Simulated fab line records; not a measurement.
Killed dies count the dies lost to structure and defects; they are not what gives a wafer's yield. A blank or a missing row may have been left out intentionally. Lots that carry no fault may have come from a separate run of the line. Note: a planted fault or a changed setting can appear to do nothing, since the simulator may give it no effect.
Which tool was responsible? ; flow gf180mcu ; 21 wafers from 7 lots sampled at 4 of the route's 602 steps

WHAT THE GAUGES SHOWED, per wafer
GF_M4_THK_MEAS_06: measures by xrf.
lot;measured;on;M4_ALCU_THK (nm)
L827;day 22 19:51;filmMetro-03;452 444 451
L829;day 23 15:55;filmMetro-01;444 438 441
L831;day 24 12:37;filmMetro-04;452 450 458
L834;day 25 11:55;filmMetro-01;445
L847;day 29 08:25;filmMetro-04;445 444 444
L849;day 29 21:21;filmMetro-04;442 451 451

WHAT TOOL EACH LOT RAN ON (gives the tool, then ch and the chambers of the sampled wafers, and finally the start)
lot;GF_V3_ETCH_17;GF_V3_CMP_26;GF_M4_SPUTTER_00
L827;rieDiel-03 ch 0,3, day 22 19:12 or earlier;cmp-01 ch 0,3, day 22 19:12;pvdSputter-03, day 22 19:30
L829;rieDiel-04 ch 1,2, day 23 15:16 or earlier;cmp-01 ch 2,3, day 23 15:16;pvdSputter-03, day 23 15:34
L831;rieDiel-01 ch 0,1,3, day 24 12:01 or earlier;cmp-02 ch 0,1,2, day 24 12:01;pvdSputter-02, day 24 12:16
L834;rieDiel-04 ch 1,2, day 25 11:15 or earlier;cmp-01 ch 0,1,3, day 25 11:15;pvdSputter-03, day 25 11:33
L837;rieDiel-01 ch 2,3, day 26 09:32 or earlier;cmp-01 ch 1,3, day 26 09:32;-
L847;rieDiel-01 ch 1,2,3, day 29 07:50 or earlier;cmp-01 ch 2,3, day 29 07:50;pvdSputter-03, day 29 08:05
L849;rieDiel-04 ch 1,2,3, day 29 20:44 or earlier;cmp-01 ch 0,3, day 29 20:44;pvdSputter-02, day 29 20:59
- GF_V3_ETCH_17: etches SiO2 in C4F8/O2/Ar, stops on TiN, target depth 635 nm.
- GF_V3_CMP_26: polishes, stops on SiO2, t overpolish 15 s, target thk 0 nm.
- GF_M4_SPUTTER_00: material Ti, target thk 37.5 nm, time 150 s.

THE ANSWER, worked out from the rows above alone
Rule: what is usual is taken from the lots themselves. The widest of any qualifying gaps counts: lots, ordered by their means at a reading, are off when they make up no more than a third of the lots, leave a main group of 4 or more, and stand apart from it by 3 or more times the standard deviation of that group's means. A main group is skipped when, at the precision printed for the reading in the tables above, its means are all equal. Also off: a lot with no number at a reading for which 4 or more lots have one. All remaining lots with rows at the step are treated as sound.
No lot is off at any reading shown: from this, nothing can be told.

WHAT THE SIMULATOR HAD INSERTED
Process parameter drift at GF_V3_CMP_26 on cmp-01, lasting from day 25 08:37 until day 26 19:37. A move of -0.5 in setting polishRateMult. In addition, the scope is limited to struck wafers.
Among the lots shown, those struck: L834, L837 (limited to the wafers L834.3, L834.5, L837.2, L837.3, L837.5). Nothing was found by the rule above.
